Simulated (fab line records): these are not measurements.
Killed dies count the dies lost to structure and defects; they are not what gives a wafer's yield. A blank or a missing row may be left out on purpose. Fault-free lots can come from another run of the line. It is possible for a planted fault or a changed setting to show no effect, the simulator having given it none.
A struck lot beside a sound one / flow sfq-line / 26 steps out of a route of 325
Sound: the wafers L953.2, L953.3, L953.6. Struck: wafer L966.5. (L966.2, L966.6 of the same lot were not struck and are left out.) The cause comes at the end.
For every step that has rows: the tool of each side, followed by ch and its chambers, followed by its first start. Under that, the readings that differ: sound wafers / struck wafers / difference of the means / sigmas: that difference in standard deviations of wafers without a fault.
alike: a reading whose means differ by less than 2 such deviations, as well as words and numbers matching on both sides. not compared: withheld readings; readings where some wafer has no value; bounds like >300 that might hide an equal value; numbers whose values overlap and for which the record gives no deviation.
The two part at a step that has a row with sigmas, a row that says differs or no value, or rows on one side only. Numbers that have no deviation but don't overlap get no sigmas and don't part them. Lack of a reading on every wafer of one side parts them only where that side has two or more wafers.

SFQ_L0_RS_MEAS_901: measurement is done with a four-point probe.
  sound on film-metro-01, day 1 17:35; struck on film-metro-01, day 4 10:35
  alike: L0_MONX_KI_RS
SFQ_L0_THK_MEAS_902: measures by xrf.
  sound on film-metro-01, day 1 17:41; struck on film-metro-01, day 4 10:41
  alike: L0_MONX_KI_THK
then, 7 steps without rows for these wafers: SFQ_TRILAYER_L0_LITHO_COAT_010 (resist thk 62 nm); SFQ_TRILAYER_L0_LITHO_COAT_005 (resist thk 600 nm); SFQ_TRILAYER_L0_LITHO_SOFTBAKE_009; SFQ_TRILAYER_L0_LITHO_EXPOSE_006 (exposes mask L0, target cd 2000 nm); SFQ_TRILAYER_L0_LITHO_PEB_008 (peb time 60 s); SFQ_TRILAYER_L0_LITHO_DEVELOP_007 (time 60 s); SFQ_TRILAYER_L0_BARC_OPEN_METAL_ETCH_010 (etches BARC in O2, target depth 125 nm, time 41.7 s).
-- the record jumps here: 3 days lie between the struck wafers' starts before and after --
SFQ_TRILAYER_L0_ETCH_METAL_ETCH_008: etches MoNx KI in SF6/O2, stops on SiO2, target depth 50 nm, time 25 s.
  sound on rie-metal-02 ch 0,1, day 4 17:34; struck on rie-metal-04 ch 1, day 7 22:11
  alike: drypump-motor-current-A, oes-product-au
  not compared: rf-hours-counter-h
SFQ_TRILAYER_L0_STRIP_STRIP_009: strips in O2.
  sound on rie-metal-02 ch 0,1, day 4 17:37; struck on rie-metal-04 ch 1, day 7 22:14
  alike: drypump-motor-current-A, oes-product-au
  not compared: rf-hours-counter-h
then, 1 step without rows for these wafers: SFQ_TRILAYER_L0_STRIP_SOLV_CLEAN_010 (cleans in NMP, time 600 s).
SFQ_TRILAYER_L0_CAP_PECVD_011: deposits SiO2 from SiH4/N2O, time 13.333 s, target thk 60 nm.
  sound on pecvd-02 ch 0,1,2, day 4 18:23; struck on pecvd-03 ch 0, day 7 23:01
reading=model.SiO2_of_TRILAYER_L0_CAP_PECVD_011.thk-nm (nm); sound=59.67 59.37 61.12; struck=58.05; difference=-2.00; sigmas=
  alike: chamber-pressure-Torr, heater-power-w, throttle-valve-pct
then, 6 steps without rows for these wafers: SFQ_TRILAYER_L0_VIA_LITHO_COAT_018 (resist thk 62 nm); SFQ_TRILAYER_L0_VIA_LITHO_COAT_013 (resist thk 650 nm); SFQ_TRILAYER_L0_VIA_LITHO_SOFTBAKE_017; SFQ_TRILAYER_L0_VIA_LITHO_EXPOSE_014 (exposes mask L0V, target cd 700 nm); SFQ_TRILAYER_L0_VIA_LITHO_PEB_016 (peb time 60 s); SFQ_TRILAYER_L0_VIA_LITHO_DEVELOP_015 (time 60 s).
-- the record jumps here: 4 days lie between the struck wafers' starts before and after --
SFQ_L0V_OVL_MEAS_903:
  sound on overlay-02, day 8 11:03; struck on overlay-02, day 11 17:05
  alike: L0V_OVL
SFQ_TRILAYER_L0_VIA_BARC_OPEN_VIA_ETCH_021: etches BARC in O2, target depth 125 nm, time 41.7 s.
  sound on rie-diel-03 ch 0,3, day 8 11:05; struck on rie-diel-02 ch 3, day 11 17:07
  alike: drypump-motor-current-A, oes-product-au
  not compared: rf-hours-counter-h
SFQ_TRILAYER_L0_VIA_ETCH_VIA_ETCH_016: etches SiO2 in CHF3, stops on MoNx KI, target depth 80 nm.
  sound on rie-diel-03 ch 0,3, day 8 11:07; struck on rie-diel-02 ch 3, day 11 17:09
reading=oes-product-au (a.u.); sound=0.841 0.841 0.863; struck=0.825; difference=-0.023; sigmas=-3
reading=model.L0V.feature-depth-nm (nm); sound=59.67 59.37 61.12; struck=58.05; difference=-2.00; sigmas=
reading=model.etch.depth-nm (nm); sound=59.67 59.37 61.12; struck=58.05; difference=-2.00; sigmas=
  alike: drypump-motor-current-A
SFQ_TRILAYER_L0_VIA_STRIP_STRIP_017: strips in O2.
  sound on rie-metal-03 ch 0,1, day 8 11:10; struck on rie-metal-03 ch 0, day 11 17:11
  alike: drypump-motor-current-A, oes-product-au
  not compared: rf-hours-counter-h
then, 1 step without rows for these wafers: SFQ_TRILAYER_L0_VIA_STRIP_SOLV_CLEAN_018 (cleans in NMP, time 600 s).
SFQ_TRILAYER_M0_DEP_PRE_CLEAN_020: time 15 s.
  sound on pvd-sputter-04, day 8 11:56; struck on pvd-sputter-04, day 11 17:58
reading=model.SiO2_of_TRILAYER_L0_CAP_PECVD_011.thk-nm (nm); sound=54.67 54.37 56.12; struck=53.05; difference=-2.00; sigmas=
SFQ_TRILAYER_M0_DEP_SPUTTER_019: material Nb, target thk 200 nm, time 133.3 s.
  sound on pvd-sputter-04, day 8 11:58; struck on pvd-sputter-04, day 11 17:59
  alike: throttle-valve-pct

## WHERE THEY PART
Within this record, at SFQ_TRILAYER_L0_VIA_ETCH_VIA_ETCH_016 only. Later steps at which nothing parts them and some readings are alike: SFQ_TRILAYER_L0_VIA_STRIP_STRIP_017, SFQ_TRILAYER_M0_DEP_SPUTTER_019.

WHY: what had been put in by the simulator
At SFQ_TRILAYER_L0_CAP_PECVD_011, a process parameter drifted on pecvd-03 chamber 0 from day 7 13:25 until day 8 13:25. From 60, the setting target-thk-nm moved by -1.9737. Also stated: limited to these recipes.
